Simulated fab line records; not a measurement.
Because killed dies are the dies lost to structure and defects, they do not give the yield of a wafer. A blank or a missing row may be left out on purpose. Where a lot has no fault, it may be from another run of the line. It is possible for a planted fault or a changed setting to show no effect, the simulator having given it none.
fab line records -- flow sky130
record: lots: 7, wafers: 21, last_day: 49
route steps=708 shown FIELD_ISO@19 NWELL@32 DNWELL@35 PWDE@45 PAD_OPEN@708
lots untouched by any fault: they come from a run of this same line in which no faults occurred
start_h: hours from the record's first day to the start of the lot's first wafer shown -- wait_h: how many hours have passed since the lot's step before this one -- " repeats the value in the row above -- L1.1+2: several wafers, shown together as one row -- - value missing, or start not given -- * or withheld: withheld -- < > ~ a bound
route shown NAME@n: names a module that has steps shown in the file, with the first one's number in the route -- usual: average and standard deviation across the fault-free wafers -- same: alike in all rows -- chamber/n: place in a boat -- sites: each site's reading -- _std_site: standard deviation of those values -- _edge_site: inner sites' mean taken away from outer sites' mean -- radius_mm: how far each site lies from the wafer's centre -- mask NAME#n: copy n -- behind: the tool/chamber that last shaped the wafer -- hold: why the lot was held/for how many hours/how that ended -- device: names the non-switching transistor (n, p or np) -- end of line: tests of these same wafers at the route's end -- a step without rows: its recipe alone -- killed: dies lost to structure and defects at the first sort, not the wafer's yield -- map: a wafer's dies, x killed, . not, _ none there
set.NAME: setting as actually run; set.NAME@STEP: the setting as run at that earlier step -- model.NAME: the simulator's own value behind a step, which no gauge read
lots seen at some steps along the route; tables by step, rows by wafer
services: a tool's chamber out of use, with start hour (start_h, from the record's first day; less than 0 if before it), hours out, and reason
== steps ==
step: SKY_FIELD_ISO_WET_ETCH_18
recipe: chemistry: H3PO4, target_depth_nm: 25, temp_c: 160, target: Si3N4, time_s: 286
step: SKY_FIELD_ISO_CLEAN_19
recipe: chemistry: SC1/SC2, mix: 1:4:20, temp_c: 70, time_s: 150
step: SKY_FIELD_ISO_CLEAN_20
recipe: chemistry: dHF, time_s: 20, dilution: 100:1
step: SKY_FIELD_ISO_WET_ETCH_21
recipe: chemistry: dHF, dilution: 100:1, target_depth_nm: 20, dry: ipa_marangoni, target: SiO2, temp_c: 25, time_s: 400
step: SKY_FIELD_ISO_OXIDATION_22
recipe: temp_c: 950, ambient: O2, stabilise_s: 600, purge_s: 300, target_thk_a: 100, ox_time_s: 623
step: SKY_FIELD_ISO_THK_MEAS_23
recipe: reads: SiO2_of_FIELD_ISO_OXIDATION_22
usual: FIELD_ISO_OXIDATION_01_THK: 10.07/0.2
lot.wafer,tool,chamber,start_h,wait_h,FIELD_ISO_OXIDATION_01_THK[nm]
L699.1,film_metro-04,-,32.80,0.0,10.23
L699.3,film_metro-04,-,32.80,0.0,10.04
L699.5,film_metro-04,-,32.80,0.0,10.09
L702.1,film_metro-02,-,48.08,0.0,9.97
L702.3,film_metro-02,-,48.08,0.0,9.73
L702.5,film_metro-02,-,48.08,0.0,9.89
L704.1,film_metro-04,-,57.90,0.0,10.01
L704.2,film_metro-04,-,57.90,0.0,9.84
L704.3,film_metro-04,-,57.90,0.0,10.02
L712.1,film_metro-01,-,102.81,0.0,10.27
L712.3,film_metro-01,-,102.81,0.0,10.31
L712.6,film_metro-01,-,102.81,0.0,10.20
L713.2,film_metro-04,-,104.97,0.0,10.10
L713.5,film_metro-04,-,104.97,0.0,10.06
L713.6,film_metro-04,-,104.97,0.0,10.32
L714.1,film_metro-02,-,109.91,0.0,9.89
L714.5,film_metro-02,-,109.91,0.0,9.88
L714.6,film_metro-02,-,109.91,0.0,10.01
L716.1,film_metro-01,-,117.81,0.0,10.18
L716.4,film_metro-01,-,117.81,0.0,10.20
L716.5,film_metro-01,-,117.81,0.0,10.27
step: SKY_FIELD_ISO_CVD_24
recipe: material: SiO2, target_thk_nm: 595, temp_c: 650, sigma_open_frac: 0.3, time_s: 99.2, sih4_flow_sccm: 60, pressure_mtorr: 6
step: SKY_FIELD_ISO_THK_MEAS_25
recipe: reads: SiO2_of_FIELD_ISO_CVD_24
usual: FIELD_ISO_CVD_24_THK: 594/5.3
lot.wafer,tool,chamber,start_h,wait_h,FIELD_ISO_CVD_24_THK[nm]
L699.1,film_metro-01,-,32.94,0.0,597
L699.3,film_metro-01,-,32.94,0.0,600
L699.5,film_metro-01,-,32.94,0.0,595
L702.1,film_metro-04,-,48.21,0.0,602
L702.3,film_metro-04,-,48.21,0.0,593
L702.5,film_metro-04,-,48.21,0.0,602
L704.1,film_metro-02,-,58.07,0.1,588
L704.2,film_metro-02,-,58.07,0.1,595
L704.3,film_metro-02,-,58.07,0.1,591
L712.1,film_metro-02,-,102.94,0.0,591
L712.3,film_metro-02,-,102.94,0.0,599
L712.6,film_metro-02,-,102.94,0.0,587
L713.2,film_metro-04,-,105.11,0.0,592
L713.5,film_metro-04,-,105.11,0.0,598
L713.6,film_metro-04,-,105.11,0.0,600
L714.1,film_metro-01,-,110.04,0.0,587
L714.5,film_metro-01,-,110.04,0.0,590
L714.6,film_metro-01,-,110.04,0.0,591
L716.1,film_metro-02,-,117.95,0.0,597
L716.4,film_metro-02,-,117.95,0.0,593
L716.5,film_metro-02,-,117.95,0.0,595
step: SKY_FIELD_ISO_ANNEAL_26
recipe: temp_c: 1000, time_s: 1800, ambient: N2
step: SKY_FIELD_ISO_CMP_27
recipe: stop_on: Si3N4, t_overpolish_s: 16, down_force_psi: 4, platen_rpm: 60, target_thk_nm: 457.8, pad_velocity_m_s: 0.94248
usual: motor_current_A: 12.0/1.1, overpolish_run_s: 15.999/0.0093, time_to_endpoint_s: 111/3.2
lot.wafer,tool,chamber,start_h,wait_h,motor_current_A,overpolish_run_s,time_to_endpoint_s
L699.3,cmp-01,2,35.93,0.1,11.7,16.007,112
L699.1,cmp-01,3,35.93,0.1,14.2,16.010,111
L699.5,cmp-01,0,35.93,0.1,11.9,16.004,113
L702.3,cmp-02,2,50.97,0.0,12.2,15.988,107
L702.1,cmp-02,0,50.97,0.0,11.4,15.994,108
L702.5,cmp-02,3,50.97,0.0,11.9,16.006,110
L704.1,cmp-01,0,59.63,0.0,11.6,16.008,110
L704.3,cmp-01,1,59.63,0.0,10.5,15.997,112
L704.2,cmp-01,3,59.63,0.0,13.6,15.983,116
L712.1,cmp-01,2,104.60,0.1,11.8,16.002,116
L712.3,cmp-01,3,104.60,0.1,14.8,15.994,115
L712.6,cmp-01,0,104.60,0.1,11.6,15.992,114
L713.2,cmp-01,0,107.49,0.1,11.7,15.988,110
L713.5,cmp-01,1,107.49,0.1,10.9,15.996,112
L713.6,cmp-01,2,107.49,0.1,12.0,16.007,109
L714.1,cmp-02,3,112.29,0.1,11.7,15.975,107
L714.6,cmp-02,0,112.29,0.1,10.9,15.998,107
L714.5,cmp-02,1,112.29,0.1,12.2,15.994,110
L716.1,cmp-01,0,119.51,0.0,12.2,16.004,116
L716.4,cmp-01,2,119.51,0.0,11.9,16.015,114
L716.5,cmp-01,0,119.51,0.0,12.2,15.991,112
step: SKY_FIELD_ISO_WET_ETCH_28
recipe: chemistry: dHF, target_depth_nm: 23.7, target: SiO2, dilution: 10:1, temp_c: 25, time_s: 47
step: SKY_FIELD_ISO_WET_ETCH_29
recipe: chemistry: H3PO4, target_depth_nm: 160, target: Si3N4, temp_c: 160, time_s: 1825
step: SKY_FIELD_ISO_WET_ETCH_30
recipe: chemistry: dHF, target_depth_nm: 25, target: SiO2, dilution: 10:1, temp_c: 25, time_s: 50
lot.wafer,tool,chamber,start_h,wait_h
L699.1+3+5,wet_bench-04,3,36.69,0.0
L702.1+3+5,wet_bench-01,1,51.86,0.0
L704.1+2+3,wet_bench-04,1,60.47,0.0
L712.1+3+6,wet_bench-04,3,105.38,0.0
L713.2+5+6,wet_bench-04,3,108.23,0.0
L714.1+5+6,wet_bench-04,3,112.97,0.0
L716.1+4+5,wet_bench-01,0,120.35,0.0
step: SKY_NWELL_CLEAN_00
recipe: chemistry: SC1/SC2, mix: 1:4:20, temp_c: 70, time_s: 150, dry: n2_spin
step: SKY_NWELL_OXIDATION_01
recipe: temp_c: 900, ambient: O2, stabilise_s: 600, purge_s: 300, target_thk_a: 100, ox_time_s: 1418
step: SKY_NWELL_THK_MEAS_02
recipe: reads: SiO2_of_NWELL_OXIDATION_01
usual: NWELL_OXIDATION_THK: 10.08/0.18
lot.wafer,tool,chamber,start_h,wait_h,NWELL_OXIDATION_THK[nm]
L699.1,film_metro-03,-,39.78,0.0,10.13
L699.3,film_metro-03,-,39.78,0.0,10.33
L699.5,film_metro-03,-,39.78,0.0,9.99
L702.1,film_metro-03,-,53.33,0.0,10.15
L702.3,film_metro-03,-,53.33,0.0,10.22
L702.5,film_metro-03,-,53.33,0.0,10.19
L704.1,film_metro-04,-,63.49,0.0,10.14
L704.2,film_metro-04,-,63.49,0.0,10.26
L704.3,film_metro-04,-,63.49,0.0,10.15
L712.1,film_metro-03,-,108.74,0.0,9.77
L712.3,film_metro-03,-,108.74,0.0,10.11
L712.6,film_metro-03,-,108.74,0.0,9.79
L713.2,film_metro-02,-,111.31,0.0,10.49
L713.5,film_metro-02,-,111.31,0.0,10.37
L713.6,film_metro-02,-,111.31,0.0,10.47
L714.1,film_metro-02,-,115.74,0.0,10.23
L714.5,film_metro-02,-,115.74,0.0,10.15
L714.6,film_metro-02,-,115.74,0.0,10.15
L716.1,film_metro-03,-,123.68,0.0,10.14
L716.4,film_metro-03,-,123.68,0.0,10.06
L716.5,film_metro-03,-,123.68,0.0,10.14
step: SKY_DNWELL_DEHYDRATE_00
recipe: temp_c: 200, time_s: 60
step: SKY_DNWELL_HMDS_01
recipe: prime_time_s: 60, prime_temp_c: 120
step: SKY_DNWELL_COAT_02
recipe: spin_rpm: 2000, resist_thk_nm: 3000
step: SKY_DNWELL_SOFTBAKE_03
recipe: temp_c: 110, time_s: withheld
step: SKY_DNWELL_EXPOSE_04
recipe: mask_id: DNM, na: 0.57, target_cd_nm: 3000, dose_mj: 222
step: SKY_DNWELL_PEB_05
recipe: temp_c: 115, time_s: withheld
step: SKY_DNWELL_DEVELOP_06
recipe: wall_angle_deg: 90, developer: TMAH, develop_time_s: 60, dev_temp_c: 23
step: SKY_DNWELL_IMPLANT_07
recipe: species: P, energy_kev: withheld, dose_cm2: withheld, tilt_deg: withheld
step: SKY_DNWELL_STRIP_08
recipe: chemistry: O2/N2, power_w: 1400, pressure_mtorr: 1500, platen_temp_c: withheld, o2_flow_sccm: 3000, n2_flow_sccm: 300, overash_fraction: 0.5
usual: drypump_motor_current_A: 5.8/0.41, n2_flow_sccm: 299.8/0.88, o2_flow_sccm: 3001/9.2, oes_product_au: 0.722/0.0043, strip_time_to_endpoint_s: 36.89/0.11
lot.wafer,tool,chamber,start_h,wait_h,drypump_motor_current_A,n2_flow_sccm,o2_flow_sccm,oes_product_au,rf_hours_counter_h,strip_time_to_endpoint_s
L699.1,plasma_asher-01,1,55.38,0.1,5.2,299.1,3004,0.723,24,36.83
L699.3,plasma_asher-01,0,55.38,0.1,6.1,300.2,2994,0.731,-,36.91
L699.5,plasma_asher-01,0,55.38,0.1,6.1,299.4,3001,0.717,-,36.83
L702.1,plasma_asher-01,0,68.92,0.1,6.1,300.6,3013,0.722,26,36.75
L702.3,plasma_asher-01,1,68.92,0.1,5.2,297.9,3010,0.717,-,36.86
L702.5,plasma_asher-01,1,68.92,0.1,5.2,297.4,3003,0.721,-,36.79
L704.1,plasma_asher-01,1,79.56,0.1,5.2,298.7,2991,0.720,27,37.04
L704.2,plasma_asher-01,0,79.56,0.1,6.1,299.6,2987,0.716,27,36.89
L704.3,plasma_asher-01,1,79.56,0.1,5.2,299.6,3013,0.723,-,36.99
L712.1,plasma_asher-04,1,127.51,0.1,5.7,299.0,3010,0.723,45,37.08
L712.3,plasma_asher-04,0,127.51,0.1,6.0,298.5,2996,0.714,-,37.04
L712.6,plasma_asher-04,1,127.51,0.1,5.8,300.8,2998,0.726,-,37.12
L713.2,plasma_asher-04,1,129.73,0.1,5.7,298.6,2993,0.723,45,36.56
L713.5,plasma_asher-04,0,129.73,0.1,6.0,300.9,2999,0.717,-,36.75
L713.6,plasma_asher-04,1,129.73,0.1,5.7,300.3,3002,0.716,-,36.78
L714.1,plasma_asher-03,1,135.11,0.1,6.3,300.3,2995,0.725,2,36.99
L714.5,plasma_asher-03,0,135.11,0.1,5.2,300.9,2988,0.726,-,36.80
L714.6,plasma_asher-03,1,135.11,0.1,6.3,299.6,3003,0.728,-,37.05
L716.1,plasma_asher-04,1,142.12,0.1,5.7,300.2,2995,0.719,46,37.07
L716.4,plasma_asher-04,1,142.12,0.1,5.7,298.8,2997,0.723,-,36.93
L716.5,plasma_asher-04,0,142.12,0.1,5.9,299.1,2981,0.721,-,36.89
step: SKY_DNWELL_TW_MEAS_09
usual: DNWELL_TW: 1115/12
lot.wafer,tool,chamber,start_h,wait_h,DNWELL_TW
L699.1,film_metro-03,-,55.48,0.1,1115
L699.3,film_metro-03,-,55.48,0.1,1118
L699.5,film_metro-03,-,55.48,0.1,1120
L702.1,film_metro-03,-,69.02,0.1,1129
L702.3,film_metro-03,-,69.02,0.1,1134
L702.5,film_metro-03,-,69.02,0.1,1131
L704.1,film_metro-02,-,79.66,0.1,1122
L704.2,film_metro-02,-,79.66,0.1,1124
L704.3,film_metro-02,-,79.66,0.1,1122
L712.1,film_metro-03,-,127.61,0.1,1116
L712.3,film_metro-03,-,127.61,0.1,1121
L712.6,film_metro-03,-,127.61,0.1,1118
L713.2,film_metro-03,-,129.84,0.1,1130
L713.5,film_metro-03,-,129.84,0.1,1119
L713.6,film_metro-03,-,129.84,0.1,1123
L714.1,film_metro-03,-,135.21,0.1,1113
L714.5,film_metro-03,-,135.21,0.1,1115
L714.6,film_metro-03,-,135.21,0.1,1128
L716.1,film_metro-04,-,142.22,0.1,1101
L716.4,film_metro-04,-,142.22,0.1,1093
L716.5,film_metro-04,-,142.22,0.1,1104
step: SKY_PWDE_DEHYDRATE_00
recipe: temp_c: 200, time_s: 60
step: SKY_PWDE_HMDS_01
recipe: prime_time_s: 60, prime_temp_c: 120
step: SKY_PWDE_COAT_02
recipe: spin_rpm: 2000, resist_thk_nm: 3000
step: SKY_PWDE_SOFTBAKE_03
recipe: temp_c: 110, time_s: withheld
step: SKY_PWDE_EXPOSE_04
recipe: mask_id: PWDEM, na: 0.6, source_shape: conventional, sigma_outer: 0.6, polarization: unpolarized, target_cd_nm: 840, dose_mj: 214
step: SKY_PWDE_PEB_05
recipe: temp_c: 115, time_s: withheld
step: SKY_PWDE_DEVELOP_06
recipe: wall_angle_deg: 90, developer: TMAH, develop_time_s: 60, dev_temp_c: 23
step: SKY_PWDE_OVL_MEAS_07
usual: PWDE_OVL: 0.4/1.6
lot.wafer,tool,chamber,start_h,wait_h,PWDE_OVL[nm]
L699.1,overlay-02,-,71.16,-,3.4
L699.3,overlay-02,-,71.16,-,1.7
L699.5,overlay-02,-,71.16,-,1.7
L702.1,overlay-02,-,84.56,-,1.0
L702.3,overlay-02,-,84.56,-,-1.5
L702.5,overlay-02,-,84.56,-,-2.1
L704.1,overlay-01,-,96.91,-,-0.4
L704.2,overlay-01,-,96.91,-,-1.0
L704.3,overlay-01,-,96.91,-,-2.2
L712.1,overlay-01,-,145.72,-,-1.2
L712.3,overlay-01,-,145.72,-,-1.2
L712.6,overlay-01,-,145.72,-,1.0
L713.2,overlay-02,-,148.21,-,-0.6
L713.5,overlay-02,-,148.21,-,0.0
L713.6,overlay-02,-,148.21,-,1.4
L714.1,overlay-02,-,154.56,-,1.8
L714.5,overlay-02,-,154.56,-,1.6
L714.6,overlay-02,-,154.56,-,1.8
L716.1,overlay-01,-,162.31,-,2.9
L716.4,overlay-01,-,162.31,-,1.4
L716.5,overlay-01,-,162.31,-,1.7
step: SKY_PWDE_IMPLANT_08
recipe: species: B, energy_kev: 150, dose_cm2: 3.6e+12, tilt_deg: withheld
step: SKY_PWDE_STRIP_09
recipe: chemistry: O2/N2, power_w: 1400, pressure_mtorr: 1500, platen_temp_c: withheld, o2_flow_sccm: 3000, n2_flow_sccm: 300, overash_fraction: 0.5
usual: drypump_motor_current_A: 5.7/0.57, n2_flow_sccm: 300.1/0.89, o2_flow_sccm: 3000/9, oes_product_au: 0.723/0.005, strip_time_to_endpoint_s: 36.90/0.1
lot.wafer,tool,chamber,start_h,wait_h,drypump_motor_current_A,n2_flow_sccm,o2_flow_sccm,oes_product_au,rf_hours_counter_h,strip_time_to_endpoint_s
L699.1,plasma_asher-02,0,71.34,0.1,5.1,299.7,3005,0.717,37,36.69
L699.3,plasma_asher-02,0,71.34,0.1,5.1,299.9,2997,0.720,-,36.78
L699.5,plasma_asher-02,1,71.34,0.1,6.4,300.9,2994,0.725,-,36.86
L702.1,plasma_asher-02,0,84.74,0.1,5.1,299.7,2995,0.730,39,36.95
L702.3,plasma_asher-02,1,84.74,0.1,6.4,300.0,3010,0.724,-,36.98
L702.5,plasma_asher-02,0,84.74,0.1,5.1,299.4,3001,0.723,-,36.97
L704.1,plasma_asher-02,0,97.10,0.1,5.1,301.0,3006,0.727,40,36.82
L704.2,plasma_asher-02,1,97.10,0.1,6.4,300.4,3009,0.721,40,36.81
L704.3,plasma_asher-02,0,97.10,0.1,5.1,299.4,3012,0.722,-,36.72
L712.1,plasma_asher-01,1,145.90,0.1,5.2,300.3,2991,0.720,34,36.93
L712.3,plasma_asher-01,1,145.90,0.1,5.2,301.2,2993,0.722,-,36.91
L712.6,plasma_asher-01,0,145.90,0.1,6.1,298.9,2994,0.726,-,36.96
L713.2,plasma_asher-03,1,148.39,0.1,6.3,300.6,2994,0.714,3,36.75
L713.5,plasma_asher-03,1,148.39,0.1,6.3,299.1,2994,0.709,-,36.85
L713.6,plasma_asher-03,0,148.39,0.1,5.2,301.0,3019,0.717,-,36.67
L714.1,plasma_asher-01,1,154.75,0.1,5.2,300.4,2992,0.725,35,36.99
L714.5,plasma_asher-01,1,154.75,0.1,5.2,299.0,2996,0.723,-,37.16
L714.6,plasma_asher-01,0,154.75,0.1,6.1,300.4,2993,0.719,-,36.93
L716.1,plasma_asher-03,1,162.50,0.1,6.3,299.9,2997,0.723,4,36.93
L716.4,plasma_asher-03,1,162.50,0.1,6.3,300.6,3000,0.730,-,36.87
L716.5,plasma_asher-03,1,162.50,0.1,6.3,299.2,2993,0.717,-,36.83
step: SKY_PWDE_TW_MEAS_10
usual: PWDE_TW: 375/3.6
lot.wafer,tool,chamber,start_h,wait_h,PWDE_TW
L699.1,film_metro-04,-,71.44,0.1,371
L699.3,film_metro-04,-,71.44,0.1,371
L699.5,film_metro-04,-,71.44,0.1,371
L702.1,film_metro-02,-,84.84,0.1,373
L702.3,film_metro-02,-,84.84,0.1,375
L702.5,film_metro-02,-,84.84,0.1,374
L704.1,film_metro-03,-,97.20,0.1,377
L704.2,film_metro-03,-,97.20,0.1,376
L704.3,film_metro-03,-,97.20,0.1,379
L712.1,film_metro-04,-,146.00,0.1,370
L712.3,film_metro-04,-,146.00,0.1,371
L712.6,film_metro-04,-,146.00,0.1,373
L713.2,film_metro-04,-,148.50,0.1,369
L713.5,film_metro-04,-,148.50,0.1,369
L713.6,film_metro-04,-,148.50,0.1,369
L714.1,film_metro-03,-,154.85,0.1,377
L714.5,film_metro-03,-,154.85,0.1,380
L714.6,film_metro-03,-,154.85,0.1,378
L716.1,film_metro-02,-,162.60,0.1,375
L716.4,film_metro-02,-,162.60,0.1,372
L716.5,film_metro-02,-,162.60,0.1,373
step: SKY_NWELL_DEHYDRATE_03
recipe: temp_c: 200, time_s: 60
step: SKY_NWELL_HMDS_04
recipe: prime_time_s: 60, prime_temp_c: 120
step: SKY_NWELL_COAT_05
recipe: spin_rpm: 2000, resist_thk_nm: 3000
step: SKY_NWELL_SOFTBAKE_06
recipe: temp_c: 110, time_s: withheld
step: SKY_NWELL_EXPOSE_07
recipe: mask_id: NWM, na: 0.6, source_shape: conventional, sigma_outer: 0.6, polarization: unpolarized, target_cd_nm: 840, dose_mj: 255
step: SKY_PAD_OPEN_PROBE_99
usual: killed_at_M0_to_M3: 42/6.8, killed_at_M4_up: 3.2/1.8, killed_at_contacts: 25/5.4, killed_at_front_end: 15/4.5, killed_at_other: 0.3/0.56, killed_dies: 85/9.7, killed_open: 46/7.1, killed_short: 39/6.5
same: gross_dies: 492, killed_at_back_side: 0
lot.wafer,tool,chamber,start_h,wait_h,killed_at_M0_to_M3,killed_at_M4_up,killed_at_contacts,killed_at_front_end,killed_at_other,killed_dies,killed_open,killed_short
L699.1,prober-01,-,1081.64,0.1,58,1,28,15,1,103,54,49
L699.3,prober-01,-,1081.74,0.2,34,2,29,15,0,80,42,38
L699.5,prober-01,-,1081.84,0.2,49,3,24,10,1,87,45,42
L702.1,prober-02,-,1094.63,0.1,53,2,21,22,0,98,53,45
L702.3,prober-02,-,1094.73,0.2,42,4,33,7,0,86,48,38
L702.5,prober-02,-,1094.83,0.2,48,3,35,10,0,96,49,47
L704.1,prober-02,-,1107.19,0.1,36,3,35,15,0,89,59,29
L704.2,prober-02,-,1107.24,0.1,27,5,29,17,0,78,40,37
L704.3,prober-02,-,1107.29,0.2,40,5,26,12,0,83,44,39
L712.1,prober-01,-,1168.16,0.1,37,3,26,86,0,152,44,39
L712.3,prober-01,-,1168.26,0.2,46,4,22,84,0,156,52,39
L712.6,prober-01,-,1168.41,0.2,38,1,20,85,0,144,44,34
L713.2,prober-01,-,1169.88,0.1,38,2,19,77,0,136,39,32
L713.5,prober-01,-,1170.03,0.2,30,4,26,78,0,138,40,35
L713.6,prober-01,-,1170.08,0.2,34,1,34,69,0,138,43,35
L714.1,prober-01,-,1170.98,0.1,41,1,15,74,0,131,38,29
L714.5,prober-01,-,1171.18,0.2,34,4,18,85,0,141,42,32
L714.6,prober-01,-,1171.23,0.2,33,5,18,80,0,136,37,33
killed by level:class
L699.1 VIA1:geometric_particle:open=14 LI_CONTACT:geometric_particle:open=11 METAL1:geometric_particle:short=11 VIA3:geometric_particle:open=9 CONTACT:geometric_particle:open=8 METAL3:geometric_particle:short=6 FIELD_ISO:geometric_particle:short=5 LOCAL_INTERCONNECT:geometric_particle:short=5
L699.3 LI_CONTACT:geometric_particle:open=13 CONTACT:geometric_particle:open=9 VIA1:geometric_particle:open=5 METAL3:geometric_particle:short=5 FIELD_ISO:geometric_particle:short=4 POLY_GATE:geometric_particle:short=4 METAL1:geometric_particle:short=4 METAL2:geometric_particle:short=4
L699.5 VIA1:geometric_particle:open=9 CONTACT:geometric_particle:open=9 VIA3:geometric_particle:open=8 VIA1:geometric_particle:short=6 CONTACT:geometric_particle:short=6 METAL2:geometric_particle:short=6 VIA2:geometric_particle:short=6 VIA2:geometric_particle:open=5
L702.1 VIA1:geometric_particle:open=10 METAL2:geometric_particle:short=10 CONTACT:geometric_particle:open=8 VIA2:geometric_particle:open=8 VIA1:geometric_particle:short=8 SPACER:geometric_particle:open=6 LI_CONTACT:geometric_particle:open=6 POLY_GATE:geometric_particle:short=5
L702.3 CONTACT:geometric_particle:open=15 METAL2:geometric_particle:short=12 LI_CONTACT:geometric_particle:open=9 VIA1:geometric_particle:open=8 CONTACT:geometric_particle:short=5 VIA2:geometric_particle:open=5 METAL4:geometric_particle:short=4 VIA3:geometric_particle:open=4
L702.5 LI_CONTACT:geometric_particle:open=13 METAL2:geometric_particle:short=11 CONTACT:geometric_particle:open=10 VIA1:geometric_particle:open=7 VIA2:geometric_particle:open=5 VIA3:geometric_particle:open=5 FIELD_ISO:geometric_particle:short=4 LI_CONTACT:geometric_particle:short=4
L704.1 CONTACT:geometric_particle:open=14 LI_CONTACT:geometric_particle:open=12 VIA1:geometric_particle:short=7 VIA1:geometric_particle:open=7 VIA2:geometric_particle:open=6 FIELD_ISO:geometric_particle:open=5 VIA3:geometric_particle:open=4 FIELD_ISO:geometric_particle:short=3
L704.2 CONTACT:geometric_particle:open=10 CONTACT:geometric_particle:short=7 VIA3:geometric_particle:open=7 LI_CONTACT:geometric_particle:open=6 POLY_GATE:geometric_particle:short=5 VIA1:geometric_particle:open=5 FIELD_ISO:geometric_particle:open=4 METAL1:geometric_particle:short=3
L704.3 CONTACT:geometric_particle:short=8 VIA1:geometric_particle:open=8 CONTACT:geometric_particle:open=7 VIA2:geometric_particle:open=7 LI_CONTACT:geometric_particle:open=6 METAL2:geometric_particle:short=5 VIA3:geometric_particle:open=4 LOCAL_INTERCONNECT:geometric_particle:short=4
L712.1 FIELD_ISO:unspecified=68 METAL1:geometric_particle:short=10 CONTACT:geometric_particle:open=8 VIA2:geometric_particle:open=8 LI_CONTACT:geometric_particle:open=7 LI_CONTACT:geometric_particle:short=7 POLY_GATE:geometric_particle:open=5 FIELD_ISO:geometric_particle:short=4
L712.3 FIELD_ISO:unspecified=65 VIA1:geometric_particle:open=14 CONTACT:geometric_particle:open=7 VIA3:geometric_particle:open=6 METAL2:geometric_particle:short=6 VIA2:geometric_particle:open=6 METAL1:geometric_particle:short=5 POLY_GATE:geometric_particle:short=4
L712.6 FIELD_ISO:unspecified=65 VIA1:geometric_particle:open=10 VIA2:geometric_particle:open=9 POLY_GATE:geometric_particle:open=7 CONTACT:geometric_particle:open=7 METAL2:geometric_particle:short=6 POLY_GATE:geometric_particle:short=5 LI_CONTACT:geometric_particle:short=4
L713.2 FIELD_ISO:unspecified=65 VIA1:geometric_particle:open=13 CONTACT:geometric_particle:open=9 FIELD_ISO:geometric_particle:short=5 VIA2:geometric_particle:open=5 METAL1:geometric_particle:short=5 LI_CONTACT:geometric_particle:open=4 CONTACT:geometric_particle:short=4
L713.5 FIELD_ISO:unspecified=63 VIA1:geometric_particle:open=10 LI_CONTACT:geometric_particle:open=8 CONTACT:geometric_particle:open=7 FIELD_ISO:geometric_particle:short=6 CONTACT:geometric_particle:short=5 METAL1:geometric_particle:short=5 VIA3:geometric_particle:short=4
L713.6 FIELD_ISO:unspecified=60 CONTACT:geometric_particle:open=14 VIA1:geometric_particle:open=9 LI_CONTACT:geometric_particle:open=6 METAL1:geometric_particle:short=6 LI_CONTACT:geometric_particle:short=5 METAL3:geometric_particle:short=4 LOCAL_INTERCONNECT:geometric_particle:short=4
L714.1 FIELD_ISO:unspecified=64 VIA1:geometric_particle:open=12 VIA3:geometric_particle:open=6 CONTACT:geometric_particle:open=5 CONTACT:geometric_particle:short=5 VIA2:geometric_particle:open=5 METAL1:geometric_particle:short=5 VIA1:geometric_particle:short=4
L714.5 FIELD_ISO:unspecified=67 VIA2:geometric_particle:open=10 LI_CONTACT:geometric_particle:open=7 FIELD_ISO:geometric_particle:short=5 POLY_GATE:geometric_particle:open=5 VIA1:geometric_particle:open=5 VIA3:geometric_particle:open=5 FIELD_ISO:geometric_particle:open=4
L714.6 FIELD_ISO:unspecified=66 VIA3:geometric_particle:open=7 CONTACT:geometric_particle:short=6 CONTACT:geometric_particle:open=6 VIA2:geometric_particle:open=6 FIELD_ISO:geometric_particle:short=4 POLY_GATE:geometric_particle:short=4 METAL1:geometric_particle:open=4
map L712.3 (x killed, . not)
__________...x.....x_________
________.............._______
______.......x....x....._____
_____.xx..x.........x.x..____
____.x........x.....x.....___
___........x.....x...x.xxx.__
__........xx..x..x..xx.x...._
_.x.x..xxxxxx....x..x......x.
_.....xxxxxxxx.x.......x.....
_....x.xxxxxxxx..x...x..x....
_xx...xxxxxxxxx..x........x..
_x.xx.xxxxxxxxxx..xx...x...xx
_..x.xxxxxxxxxxx......x....x.
_..xx.xxxxxxxx.xx.x....xx....
_..x.x.x.xxxxx...xx........x.
__x...xx.xxx.x...xx..x....xx_
___xxx.....................__
____........xx.........xx.___
_____.................x..____
______.......x..xx......_____
________....x.....x..._______
__________...xx....._________
map L713.5 (x killed, . not)
__________.x.xx....x_________
________.......xx.x.x._______
______.x......x......x.._____
_____........x......x....____
____.....x...xx......x.x..___
___......x...........x.....__
__.......................x.._
_.x...x.xxxx.x....xx..x....x.
_......xxxxxxxx.....x...x....
_..x.xxxxxxxxxxx.............
_.x...xxxxxxxxxxx.......xxx..
_....xxxxxxxxxxx.....x.......
_x..x.xxxxxxxxx..............
_....xxxxxxxxxxx..xx...x.x...
_..x..x..xxxx............x..x
__.....x..x................._
___.....x...x....x.x.x.x...__
____.x............x...xxx.___
_____....x....x..........____
______..............x..x_____
________..xx.x..x....._______
__________.......xx._________
== services ==
tool,chamber,start_h,hours,kind
cmp-02,-,17.27,1.5,repair
cmp-01,-,21.42,5.8,pm
cmp-01,-,29.30,1.2,repair
plasma_asher-02,-,35.34,1.6,repair
cmp-02,-,64.00,4.0,pm
cmp-02,-,66.54,2.2,repair
cmp-02,-,68.00,-,consumable_replace:conditioner
cmp-02,-,68.00,-,consumable_replace:pad
plasma_asher-04,-,74.43,5.3,repair
cmp-02,-,93.08,0.6,repair
cmp-02,-,99.18,2.3,repair
plasma_asher-02,-,100.66,4.5,repair
plasma_asher-04,-,103.96,1.4,repair
cmp-02,-,106.13,0.4,repair
plasma_asher-03,-,108.75,9.0,pm
plasma_asher-03,0,108.75,9.0,vent_cycle
plasma_asher-03,1,108.75,9.0,vent_cycle
plasma_asher-03,0,117.75,-,clean
plasma_asher-03,1,117.75,-,clean
cmp-02,-,128.21,0.4,repair
cmp-01,-,158.74,7.6,pm
== key ==
first_sign: step: SKY_PAD_OPEN_PROBE_99, reading: killed_at_front_end, direction: up, sigmas: 14, usual: 15, struck: 80
effect: step: SKY_PAD_OPEN_PROBE_99, reading: killed_dies, direction: up, sigmas: 5.8, usual: 85, struck: 141
met_at SKY_FIELD_ISO_WET_ETCH_30
struck_wafers L712.1,L712.3,L712.6,L713.2,L713.5,L713.6,L714.1,L714.5,L714.6
tester_left_out L712,L713,L714
onset_between 36.69 105.38
fault: kind: chamber_particle_source, tool: wet_bench-04, chamber: 3, onset_h: 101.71, steps: SKY_FIELD_ISO_WET_ETCH_30, rate_per_visit_cm2: 1.7358, end_h: 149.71
tester_left_out: of these lots the tester's yield and bins aren't shown, on N5 and GAA mostly nor the transistor test; their killed dies are dies lost to structure and defects alone, not to doping, threshold or leakage, so they don't give the yield
